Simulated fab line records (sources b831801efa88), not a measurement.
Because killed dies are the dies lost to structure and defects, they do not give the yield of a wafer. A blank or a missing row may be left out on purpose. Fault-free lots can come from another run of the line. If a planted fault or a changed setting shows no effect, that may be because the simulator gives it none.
Check of tool commonality + flow sky130 + Sampled: 12 lots, 36 wafers

== THE REASON FOR OPENING IT ==
Of 12 lots, 2 have the reading GATE_OXIDE_TW flagged at SKY_GATE_OXIDE_TW_MEAS_14. Wafers without a fault read 224.4, standard deviation 1.4.
Rule: a lot gets a flag if all its wafers with a number sit over 4 standard deviations from that mean, or if no wafer of it has a number. The rest of the lots are taken to be sound.

| lot  | measured     | on            | GATE_OXIDE_TW, wafer by wafer | flag    |
|------|--------------|---------------|-------------------------------|---------|
| L559 | day 14 12:01 | film metro-01 | 223.8 225.4 225.1             |         |
| L560 | day 14 12:20 | film metro-04 | 223.4 222.2 222.6             |         |
| L566 | day 16 08:31 | film metro-03 | 337.2 338.3 337.3             | FLAGGED |
| L567 | day 17 00:22 | film metro-01 | 334.1 336.5 337.5             | FLAGGED |
| L569 | day 18 11:35 | film metro-04 | 222.0 223.4 221.5             |         |
| L572 | day 19 03:10 | film metro-04 | 223.0 223.9 223.5             |         |
| L576 | day 20 09:41 | film metro-03 | 222.6 223.4 223.5             |         |
| L577 | day 20 17:24 | film metro-04 | 224.5 223.5 224.3             |         |
| L578 | day 20 18:28 | film metro-04 | 225.9 223.9 225.1             |         |
| L579 | day 21 08:11 | film metro-01 | 223.0 225.1 224.1             |         |
| L580 | day 21 10:59 | film metro-04 | 223.6 223.4 223.7             |         |
| L581 | day 21 21:08 | film metro-04 | 224.0 223.0 223.4             |         |
On average the flagged lots' numbers are 336.8, which is +112.4 against the usual, or +80 standard deviations.

== EACH LOT AND THE TOOL IT RAN ON ==
2 process steps preceding the reading are held in the record, out of 708 steps in the route. Every cell lists first the tool, next ch and the chambers used by the sampled wafers, and last the start.
| lot  | flag    | SKY_FIELD_ISO_ETCH_14             | SKY_GATE_OXIDE_IMPLANT_11       |
|------|---------|-----------------------------------|---------------------------------|
| L559 |         | rie diel-01 ch 1,2,3, day 2 12:40 | implanter-03 ch 0, day 14 11:41 |
| L560 |         | rie diel-01 ch 0,1, day 2 13:30   | implanter-02 ch 0, day 14 12:02 |
| L566 | FLAGGED | rie diel-03 ch 0,1,2, day 3 22:43 | implanter-02 ch 0, day 16 08:11 |
| L567 | FLAGGED | rie diel-01 ch 0,3, day 4 03:05   | implanter-02 ch 0, day 17 00:03 |
| L569 |         | rie diel-03 ch 1,2,3, day 4 14:27 | implanter-04 ch 0, day 18 11:15 |
| L572 |         | rie diel-01 ch 0,1,2, day 5 06:58 | implanter-04 ch 0, day 19 02:48 |
| L576 |         | rie diel-02 ch 0,2,3, day 6 05:21 | implanter-04 ch 0, day 20 09:21 |
| L577 |         | rie diel-01 ch 1,2,3, day 6 10:11 | implanter-04 ch 0, day 20 17:04 |
| L578 |         | rie diel-03 ch 1,2, day 6 12:41   | implanter-04 ch 0, day 20 18:07 |
| L579 |         | rie diel-01 ch 2,3, day 6 16:49   | implanter-03 ch 0, day 21 07:45 |
| L580 |         | rie diel-02 ch 0,2,3, day 7 00:47 | implanter-02 ch 0, day 21 10:37 |
| L581 |         | rie diel-03 ch 0,1, day 7 06:10   | implanter-03 ch 0, day 21 20:48 |
What is done by these steps:
- SKY_FIELD_ISO_ETCH_14: etches BARC in N2/H2, stops on SiO2, time 45.9 s, target depth 60 nm.
- SKY_GATE_OXIDE_IMPLANT_11
- SKY_GATE_OXIDE_TW_MEAS_14

== FLAGGED AGAINST TOTAL, ONE TOOL AT A TIME (gauges that did the reading follow at the end) ==
| step                      | tool          | lots run | flagged | share of the flagged lots | sound lots run after its first flagged lot |
|---------------------------|---------------|----------|---------|---------------------------|--------------------------------------------|
| SKY_FIELD_ISO_ETCH_14     | rie diel-01   | 6        | 1       | some                      | 3 (L572,L577,L579)                         |
| SKY_FIELD_ISO_ETCH_14     | rie diel-02   | 2        | 0       | none                      | -                                          |
| SKY_FIELD_ISO_ETCH_14     | rie diel-03   | 4        | 1       | some                      | 3 (L569,L578,L581)                         |
| SKY_GATE_OXIDE_IMPLANT_11 | implanter-02  | 4        | 2       | all                       | 1 (L580)                                   |
| SKY_GATE_OXIDE_IMPLANT_11 | implanter-03  | 3        | 0       | none                      | -                                          |
| SKY_GATE_OXIDE_IMPLANT_11 | implanter-04  | 5        | 0       | none                      | -                                          |
| SKY_GATE_OXIDE_TW_MEAS_14 | film metro-01 | 3        | 1       | some                      | 1 (L579)                                   |
| SKY_GATE_OXIDE_TW_MEAS_14 | film metro-03 | 2        | 1       | some                      | 1 (L576)                                   |
| SKY_GATE_OXIDE_TW_MEAS_14 | film metro-04 | 7        | 0       | none                      | -                                          |

== WHAT THE TABLE PERMITS ==
All flagged lots share 1 row of the table, namely implanter-02 at SKY_GATE_OXIDE_IMPLANT_11.
- implanter-02 at SKY_GATE_OXIDE_IMPLANT_11: 2 of its 4 lots flagged. Sound lots followed the first flagged one (L580) on it, something a lasting fault affecting the whole tool could not allow. Its own readings (dose ions cm2, faraday current uA) fall more than 4 standard deviations out on all wafers of the flagged lots.
Not one row of the table ran every flagged lot while running no sound lot after the first.

== WHAT THE SIMULATOR HAD INSERTED ==
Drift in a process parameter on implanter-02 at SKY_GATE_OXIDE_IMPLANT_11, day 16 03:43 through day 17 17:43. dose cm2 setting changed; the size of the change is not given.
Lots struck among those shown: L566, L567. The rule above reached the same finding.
